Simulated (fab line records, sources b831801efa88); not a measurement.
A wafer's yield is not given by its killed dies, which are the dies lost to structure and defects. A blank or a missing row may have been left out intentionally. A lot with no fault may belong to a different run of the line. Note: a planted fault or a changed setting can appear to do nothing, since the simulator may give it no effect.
A sampling plan put to the test | flow sky130 | one fab line, 19 faults that these records tell of, each judged on the records of the lots that it struck
The line's own looks make up the plan; these are the steps of the route where a gauge or inspection reads the wafer and leaves it unchanged. A look is open to judgement when struck wafers have a number at it and the file gives its usual mean and standard deviation on fault-free wafers. Caught: at a look after the fault's first step, the mean of the struck wafers lies 4 or more of those standard deviations (sigma) from the usual mean. On the tool: the identical test, applied to the tool's own readings at the steps of the fault. Another recipe on the struck wafers, or a record that is blank for them alone, also counts as caught.

THE FAULTS, as the simulator had put them in
1. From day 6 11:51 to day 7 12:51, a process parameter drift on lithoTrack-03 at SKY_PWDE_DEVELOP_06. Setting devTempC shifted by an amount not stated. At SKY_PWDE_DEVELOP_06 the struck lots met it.
2. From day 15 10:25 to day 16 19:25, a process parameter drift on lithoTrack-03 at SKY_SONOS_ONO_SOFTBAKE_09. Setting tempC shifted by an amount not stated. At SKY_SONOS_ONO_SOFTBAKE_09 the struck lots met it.
3. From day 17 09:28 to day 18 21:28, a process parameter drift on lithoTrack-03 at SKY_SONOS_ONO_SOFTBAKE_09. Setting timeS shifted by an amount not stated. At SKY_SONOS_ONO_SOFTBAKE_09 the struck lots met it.
4. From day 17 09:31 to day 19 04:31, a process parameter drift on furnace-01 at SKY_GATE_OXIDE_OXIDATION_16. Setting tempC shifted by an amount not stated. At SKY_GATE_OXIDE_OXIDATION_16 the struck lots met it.
5. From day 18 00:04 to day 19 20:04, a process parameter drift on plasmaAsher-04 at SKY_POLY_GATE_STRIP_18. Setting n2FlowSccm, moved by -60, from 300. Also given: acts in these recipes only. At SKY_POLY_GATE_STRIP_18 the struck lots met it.
6. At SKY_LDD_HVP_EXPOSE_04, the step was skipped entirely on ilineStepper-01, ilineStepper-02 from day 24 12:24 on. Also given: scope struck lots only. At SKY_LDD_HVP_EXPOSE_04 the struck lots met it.
7. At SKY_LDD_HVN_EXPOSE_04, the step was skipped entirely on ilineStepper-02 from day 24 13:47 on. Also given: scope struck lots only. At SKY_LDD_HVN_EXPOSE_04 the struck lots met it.
8. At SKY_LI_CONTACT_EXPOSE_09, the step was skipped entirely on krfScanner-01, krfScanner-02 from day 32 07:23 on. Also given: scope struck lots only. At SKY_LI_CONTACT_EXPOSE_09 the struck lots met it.
9. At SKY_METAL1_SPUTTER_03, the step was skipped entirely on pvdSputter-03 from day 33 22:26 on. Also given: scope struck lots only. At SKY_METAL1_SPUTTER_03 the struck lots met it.
10. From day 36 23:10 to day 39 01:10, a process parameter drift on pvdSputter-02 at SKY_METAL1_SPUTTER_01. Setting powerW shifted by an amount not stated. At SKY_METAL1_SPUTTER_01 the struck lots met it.
11. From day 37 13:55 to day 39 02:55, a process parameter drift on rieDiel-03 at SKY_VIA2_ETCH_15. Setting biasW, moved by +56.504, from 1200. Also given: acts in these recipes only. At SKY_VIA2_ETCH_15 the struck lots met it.
12. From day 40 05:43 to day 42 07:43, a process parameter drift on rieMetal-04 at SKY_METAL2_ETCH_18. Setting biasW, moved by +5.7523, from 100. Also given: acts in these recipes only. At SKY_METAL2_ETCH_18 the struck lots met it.
13. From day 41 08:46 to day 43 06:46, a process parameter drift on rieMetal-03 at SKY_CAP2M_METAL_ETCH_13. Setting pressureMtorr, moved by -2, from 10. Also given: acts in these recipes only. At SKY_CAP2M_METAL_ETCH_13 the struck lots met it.
14. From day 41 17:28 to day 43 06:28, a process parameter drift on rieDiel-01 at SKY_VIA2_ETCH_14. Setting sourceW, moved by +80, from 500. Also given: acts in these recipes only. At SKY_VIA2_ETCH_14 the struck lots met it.
15. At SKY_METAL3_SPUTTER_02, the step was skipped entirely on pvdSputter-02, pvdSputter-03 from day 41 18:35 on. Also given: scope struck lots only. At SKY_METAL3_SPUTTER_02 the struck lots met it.
16. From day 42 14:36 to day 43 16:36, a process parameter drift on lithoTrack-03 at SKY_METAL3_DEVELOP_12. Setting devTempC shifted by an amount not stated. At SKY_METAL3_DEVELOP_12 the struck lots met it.
17. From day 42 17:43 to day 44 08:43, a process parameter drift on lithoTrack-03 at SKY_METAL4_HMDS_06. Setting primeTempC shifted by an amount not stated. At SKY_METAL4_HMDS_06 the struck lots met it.
18. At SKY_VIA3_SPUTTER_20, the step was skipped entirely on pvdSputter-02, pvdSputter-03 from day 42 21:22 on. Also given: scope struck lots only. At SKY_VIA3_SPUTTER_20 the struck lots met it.
19. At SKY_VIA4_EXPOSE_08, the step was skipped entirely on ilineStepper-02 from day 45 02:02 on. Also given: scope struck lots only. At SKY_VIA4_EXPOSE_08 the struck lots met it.

WHAT THE PLAN SAW
fault | on the tool itself                               | first look that catches it                      | reading, sigma | median hours from its first step to that look | hours from the fault's start to the first struck lot there | judged looks passed uncaught
1     | developerTempC +7.9 sigma                        | not the one look that can be judged after it    | -              | -                                             | -                                                          | 1
2     | heaterPowerTotalW +13 sigma                      | not the one look that can be judged after it    | -              | -                                             | -                                                          | 1
3     | heaterPowerTotalW +46 sigma                      | none of the 2 looks that can be judged after it | -              | -                                             | -                                                          | 2
4     | tubeCenterTempC +92 sigma                        | not the one look that can be judged after it    | -              | -                                             | -                                                          | 1
5     | n2FlowSccm -69 sigma                             | no look after it can be judged                  | -              | -                                             | -                                                          | 0
6     | no reading that can be judged                    | no look after it can be judged                  | -              | -                                             | -                                                          | 0
7     | no reading that can be judged                    | no look after it can be judged                  | -              | -                                             | -                                                          | 0
8     | no reading that can be judged                    | not the one look that can be judged after it    | -              | -                                             | -                                                          | 1
9     | the tool's record is blank for the struck wafers | no look after it can be judged                  | -              | -                                             | -                                                          | 0
10    | cathodeDcPowerW -99 or beyond sigma              | no look after it can be judged                  | -              | -                                             | -                                                          | 0
11    | biasW +17 sigma                                  | not the one look that can be judged after it    | -              | -                                             | -                                                          | 1
12    | biasW +19 sigma                                  | no look after it can be judged                  | -              | -                                             | -                                                          | 0
13    | chamberPressureMTorr -99 or beyond sigma         | no look after it can be judged                  | -              | -                                             | -                                                          | 0
14    | rfFwdPowerW +47 sigma                            | no look after it can be judged                  | -              | -                                             | -                                                          | 0
15    | the tool's record is blank for the struck wafers | no look after it can be judged                  | -              | -                                             | -                                                          | 0
16    | developerTempC +5.4 sigma                        | no look after it can be judged                  | -              | -                                             | -                                                          | 0
17    | primeTempC -25 sigma                             | no look after it can be judged                  | -              | -                                             | -                                                          | 0
18    | the tool's record is blank for the struck wafers | no look after it can be judged                  | -              | -                                             | -                                                          | 0
19    | no reading that can be judged                    | no look after it can be judged                  | -              | -                                             | -                                                          | 0
A dash: this means the fault isn't caught or the number doesn't appear in these records.

Caught at a look: 0 of 19. Caught on the tool: 15 of 19. By one or the other: 15 of 19.
Caught on the tool alone: faults 1, 2, 3, 4, 5, 9, 10, 11, 12, 13, 14, 15, 16, 17, 18.
Caught by neither: faults 6, 7, 8, 19.
